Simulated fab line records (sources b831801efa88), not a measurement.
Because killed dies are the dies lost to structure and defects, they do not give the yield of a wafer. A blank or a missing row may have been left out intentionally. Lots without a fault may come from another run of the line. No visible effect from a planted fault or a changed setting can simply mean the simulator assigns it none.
The tool behind it: which one? :: flow gf180mcu :: 6 lots (17 wafers sampled), 1 step of a 602-step route

== WHAT THE GAUGES SHOWED, per wafer ==
GF_STI_CD_MEAS_12: target cd 220 nm.
lot: L564
measured: day 2 06:02
on: cd_sem-02
cd_nm (nm): 219.5 220.0 220.3

lot: L566
measured: day 2 18:28
on: cd_sem-02
cd_nm (nm): 219.9 218.9 217.3

lot: L568
measured: day 3 03:25
on: cd_sem-01
cd_nm (nm): 216.8 218.9 217.1

lot: L575
measured: day 4 15:52
on: cd_sem-01
cd_nm (nm): 222.6 221.3

lot: L583
measured: day 6 07:46
on: cd_sem-01
cd_nm (nm): 220.5 221.6 220.7

lot: L585
measured: day 6 18:15
on: cd_sem-01
cd_nm (nm): 216.5 216.9 217.4

== TOOL THAT RAN EACH LOT (tool first, then ch and the chambers of the sampled wafers, then the start) ==
There is no process step in the record ahead of these readings.

== THE ANSWER, worked out from the rows above alone ==
Rule: usual is defined by the lots themselves. Put in order of their means at a reading, lots are off if they are a third of the lots or fewer, leave a main group of 4 or more, and stand apart from it by a gap of 3 or more times the standard deviation of the main group's means; of several such gaps the widest counts. A main group is skipped when, at the precision printed for the reading in the tables above, its means are all equal. A lot without any number at a reading at which 4 lots or more have one is off too. All remaining lots with rows at the step are treated as sound.
Nothing can be told from this: no lot is off at any reading shown.

== WHAT HAD BEEN PUT IN BY THE SIMULATOR ==
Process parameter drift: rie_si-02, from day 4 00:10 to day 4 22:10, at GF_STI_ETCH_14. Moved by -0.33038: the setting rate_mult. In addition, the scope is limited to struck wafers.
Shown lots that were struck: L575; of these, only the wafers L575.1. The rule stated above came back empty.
